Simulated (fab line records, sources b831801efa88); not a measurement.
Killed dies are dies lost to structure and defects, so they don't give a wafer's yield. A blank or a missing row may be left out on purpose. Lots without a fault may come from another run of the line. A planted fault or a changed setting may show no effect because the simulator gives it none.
fab line records | flow sky130 | part 2 of 2: steps 34 to 46 of 46
record lots=5 wafers=15 last_day=50
route steps=708 shown SD_P@324 RES_XHIGH@332 SD_N@342 SALICIDE@361 LI_CONTACT@362
lots that met no fault: from a run of the same line without faults
start_h: hours from the record's first day to the start of the lot's first wafer shown | wait_h: hours since the lot's step before | " the same as in the row above | L1.1+2: a row that stands for several wafers | - no value, or no start given | * or withheld: withheld | < > ~ a bound
route shown NAME@n: a module of which the file shows steps, and the number in the route of the first | usual: mean/standard deviation of fault-free wafers | same: alike in all rows | chamber/n: place in a boat | sites: the reading at each site | _std_site: their standard deviation | _edge_site: outer sites' mean less inner sites' | radius_mm: how far each site lies from the wafer's centre | mask NAME#n: copy n | behind: the tool/chamber that last shaped the wafer | hold: why the lot was held/for how many hours/how that ended | device: the transistor (n, p or np) that didn't switch | end of line: the same wafers' tests at the end of the route | a step without rows: its recipe alone | killed: dies lost to structure and defects at the first sort, not the wafer's yield | map: a wafer's dies, x killed, . not, _ none there
set.NAME: the setting as run; set.NAME@STEP: as run at that earlier step | model.NAME: the simulator's own value behind a step, which no gauge read
lots at some steps of the route; a table a step, a row a wafer
services: from which hour (start_h, from the record's first day; less than 0 if before it) a tool's chamber was out of use, for how many hours, and why
## steps
# step SKY_SD_N_RS_MEAS_16
# recipe thk_meas_gauge=four-point-probe
# usual SD_N_RS=68.60/0.11
# columns lot.wafer tool chamber start_h wait_h SD_N_RS[ohm/sq]
L074.1 film_metro-02 - 647.35 0.1 68.61
L074.3 " - " " 68.76
L074.6 " - " " 68.81
L082.1 film_metro-02 - 716.43 0.1 68.66
L082.2 " - " " 68.54
L082.6 " - " " 68.70
L083.2 film_metro-02 - 730.72 0.1 68.68
L083.3 " - " " 68.69
L083.4 " - " " 68.65
L087.1 film_metro-02 - 758.70 0.1 68.49
L087.3 " - " " 68.40
L087.6 " - " " 68.53
L095.1 film_metro-02 - 823.99 0.1 68.57
L095.2 " - " " 68.60
L095.3 " - " " 68.54
# step SKY_SD_N_RS_MEAS_17
# recipe thk_meas_gauge=four-point-probe
# usual SD_P_RS=147.2/0.38
# columns lot.wafer tool chamber start_h wait_h SD_P_RS[ohm/sq]
L074.1 film_metro-02 - 647.47 0.1 147.3
L074.3 " - " " 147.2
L074.6 " - " " 147.8
L082.1 film_metro-02 - 716.55 0.1 147.8
L082.2 " - " " 147.8
L082.6 " - " " 147.2
L083.2 film_metro-02 - 730.84 0.1 147.3
L083.3 " - " " 147.5
L083.4 " - " " 147.0
L087.1 film_metro-02 - 758.82 0.1 147.0
L087.3 " - " " 146.7
L087.6 " - " " 146.9
L095.1 film_metro-02 - 824.11 0.1 147.1
L095.2 " - " " 147.4
L095.3 " - " " 147.4
# step SKY_SD_N_RS_MEAS_18
# recipe thk_meas_gauge=four-point-probe
# usual RES_XHIGH_RS=333.5/1.4
# columns lot.wafer tool chamber start_h wait_h RES_XHIGH_RS[ohm/sq]
L074.1 film_metro-02 - 647.59 0.1 334.7
L074.3 " - " " 334.8
L074.6 " - " " 334.4
L082.1 film_metro-02 - 716.67 0.1 333.6
L082.2 " - " " 332.4
L082.6 " - " " 332.4
L083.2 film_metro-02 - 730.96 0.1 334.1
L083.3 " - " " 334.2
L083.4 " - " " 331.9
L087.1 film_metro-02 - 758.94 0.1 331.1
L087.3 " - " " 330.7
L087.6 " - " " 330.4
L095.1 film_metro-02 - 824.23 0.1 332.9
L095.2 " - " " 333.7
L095.3 " - " " 333.0
# step SKY_SALICIDE_CLEAN_00
# recipe chemistry=HF-last time_s=30 dilution=100:1 dry=ipa_marangoni
# columns lot.wafer tool chamber start_h wait_h
L074.1+3+6 wet_bench-04 3 647.71 0.1
L082.1+2+6 wet_bench-02 1 716.79 0.1
L083.2+3+4 wet_bench-01 0 731.06 0.1
L087.1+3+6 wet_bench-01 3 759.06 0.1
L095.1+2+3 wet_bench-01 0 824.35 0.1
# step SKY_LI_CONTACT_HDPCVD_00
# recipe material=PSG target_thk_nm=930 sigma_open_frac=0.3 time_s=155 temp_c=600 sih4_flow_sccm=60 pressure_mtorr=6
# columns lot.wafer tool chamber start_h wait_h
L074.1+3+6 hdpcvd-02 0,1,2 647.73 0.0
L082.1+2+6 hdpcvd-02 0,2,2 716.81 0.0
L083.2+3+4 hdpcvd-01 0,1,0 731.08 0.0
L087.1+3+6 hdpcvd-02 2,1,2 759.07 0.0
L095.1+2+3 hdpcvd-01 2,0,1 824.37 0.0
# step SKY_LI_CONTACT_THK_MEAS_01
# recipe reads=PSG_of_LI_CONTACT_HDPCVD_00
# usual LI_CONTACT_HDPCVD_THK=931/8.3
# columns lot.wafer tool chamber start_h wait_h LI_CONTACT_HDPCVD_THK[nm]
L074.1 film_metro-03 - 647.83 0.1 935
L074.3 " - " " 926
L074.6 " - " " 931
L082.1 film_metro-01 - 716.91 0.1 944
L082.2 " - " " 933
L082.6 " - " " 924
L083.2 film_metro-01 - 731.19 0.1 921
L083.3 " - " " 947
L083.4 " - " " 922
L087.1 film_metro-03 - 759.18 0.1 914
L087.3 " - " " 928
L087.6 " - " " 922
L095.1 film_metro-02 - 824.47 0.1 918
L095.2 " - " " 924
L095.3 " - " " 921
# step SKY_LI_CONTACT_CMP_02
# recipe material=PSG down_force_psi=4 platen_rpm=60 pad_velocity_m_s=0.94248
# usual edge_zone_pressure_frac=1.000/0.0049 motor_current_A=11.9/1.5 time_to_endpoint_s=31.9/2.4
# columns lot.wafer tool chamber start_h wait_h edge_zone_pressure_frac motor_current_A time_to_endpoint_s
L074.3 cmp-02 2 647.89 0.0 1.002 12.9 32.1
L074.1 " 3 " " 0.995 11.9 29.7
L074.6 " 3 " " 0.997 12.6 30.8
L082.2 cmp-02 1 717.07 0.1 0.994 9.7 29.9
L082.1 " 2 " " 1.003 12.4 32.3
L082.6 " 3 " " 1.003 11.7 27.7
L083.2 cmp-01 1 731.26 0.1 1.000 12.1 29.3
L083.3 " 2 " " 1.007 15.2 34.6
L083.4 " 0 " " 1.003 12.3 30.7
L087.3 cmp-01 1 759.39 0.2 0.996 12.6 35.2
L087.1 " 3 " " 0.997 10.1 28.0
L087.6 " 1 " " 1.007 11.8 33.2
L095.2 cmp-02 2 824.58 0.1 1.004 13.0 29.1
L095.3 " 3 " " 0.999 12.4 28.1
L095.1 " 0 " " 0.996 11.4 28.3
# step SKY_LI_CONTACT_BOW_MEAS_03
# recipe mode=bow
# usual LI_CONTACT_BOW=56/7
# columns lot.wafer tool chamber start_h wait_h LI_CONTACT_BOW[um]
L074.1 film_metro-03 - 648.19 0.2 60
L074.3 " - " " 64
L074.6 " - " " 65
L082.1 film_metro-01 - 717.27 0.1 59
L082.2 " - " " 56
L082.6 " - " " 52
L083.2 film_metro-01 - 731.58 0.3 42
L083.3 " - " " 46
L083.4 " - " " 65
L087.1 film_metro-01 - 759.64 0.1 60
L087.3 " - " " 55
L087.6 " - " " 51
L095.1 film_metro-03 - 824.83 0.1 64
L095.2 " - " " 56
L095.3 " - " " 51
# step SKY_LI_CONTACT_DEHYDRATE_04
# recipe temp_c=200 time_s=60
# columns lot.wafer tool chamber start_h wait_h
L074.1+3+6 litho_track-04 0 661.95 13.7
L082.1+2+6 litho_track-04 0 730.45 13.2
L083.2+3+4 litho_track-04 0 745.28 13.7
L087.1+3+6 litho_track-03 0 771.41 11.7
L095.1+2+3 litho_track-02 0 837.68 12.8
# step SKY_LI_CONTACT_HMDS_05
# recipe prime_time_s=60 prime_temp_c=120
# columns lot.wafer tool chamber start_h wait_h
L074.1+3+6 litho_track-04 0 662.10 0.1
L082.1+2+6 litho_track-04 0 730.60 0.1
L083.2+3+4 litho_track-04 0 745.43 0.1
L087.1+3+6 litho_track-03 0 771.56 0.1
L095.1+2+3 litho_track-02 0 837.83 0.1
# step SKY_LI_CONTACT_COAT_06
# recipe resist=BARC temp_c=withheld time_s=withheld spin_rpm=3000 resist_thk_nm=60
# columns lot.wafer tool chamber start_h wait_h
L074.1+3+6 litho_track-04 0 662.25 0.1
L082.1+2+6 litho_track-04 0 730.75 0.1
L083.2+3+4 litho_track-04 0 745.58 0.1
L087.1+3+6 litho_track-03 0 771.71 0.1
L095.1+2+3 litho_track-02 0 837.98 0.1
# step SKY_LI_CONTACT_COAT_07
# recipe resist=KrF-thick spin_rpm=3000 resist_thk_nm=450
# columns lot.wafer tool chamber start_h wait_h
L074.1+3+6 litho_track-04 0 - -
L082.1+2+6 litho_track-04 0 - -
L083.2+3+4 litho_track-04 0 - -
L087.1+3+6 litho_track-03 0 - -
L095.1+2+3 litho_track-02 0 - -
# step SKY_LI_CONTACT_SOFTBAKE_08
# recipe temp_c=100 time_s=90 resist=KrF-thick
# columns lot.wafer tool chamber start_h wait_h
L074.1+3+6 litho_track-04 0 - -
L082.1+2+6 litho_track-04 0 - -
L083.2+3+4 litho_track-04 0 - -
L087.1+3+6 litho_track-03 0 - -
L095.1+2+3 litho_track-02 0 - -
## services
# columns tool chamber start_h hours kind
wet_bench-03 - 553.99 0.7 repair
iline_stepper-01 - 558.61 18.3 repair
cmp-02 - 571.85 0.9 repair
cmp-02 - 572.78 4.0 pm
implanter-02 - 574.09 1.4 repair
iline_stepper-01 - 576.88 1.7 pm
hdpcvd-02 2 577.26 8.1 repair
plasma_asher-02 - 578.95 2.8 pm
iline_stepper-01 - 583.49 2.1 pm
implanter-02 - 585.12 6.6 repair
iline_stepper-02 - 593.69 1.7 pm
wet_bench-01 - 605.36 2.1 repair
cmp-02 - 606.24 4.5 pm
implanter-02 - 614.53 7.2 repair
hdpcvd-02 - 650.75 15.0 pm
implanter-03 - 661.16 14.7 pm
plasma_asher-01 - 664.32 2.1 repair
implanter-04 - 673.35 4.7 pm
iline_stepper-02 - 725.73 0.7 repair
plasma_asher-02 - 733.75 9.0 pm
implanter-03 - 737.62 3.9 repair
iline_stepper-01 - 789.05 1.7 pm
implanter-03 - 796.63 2.9 pm
iline_stepper-02 - 811.87 1.7 pm
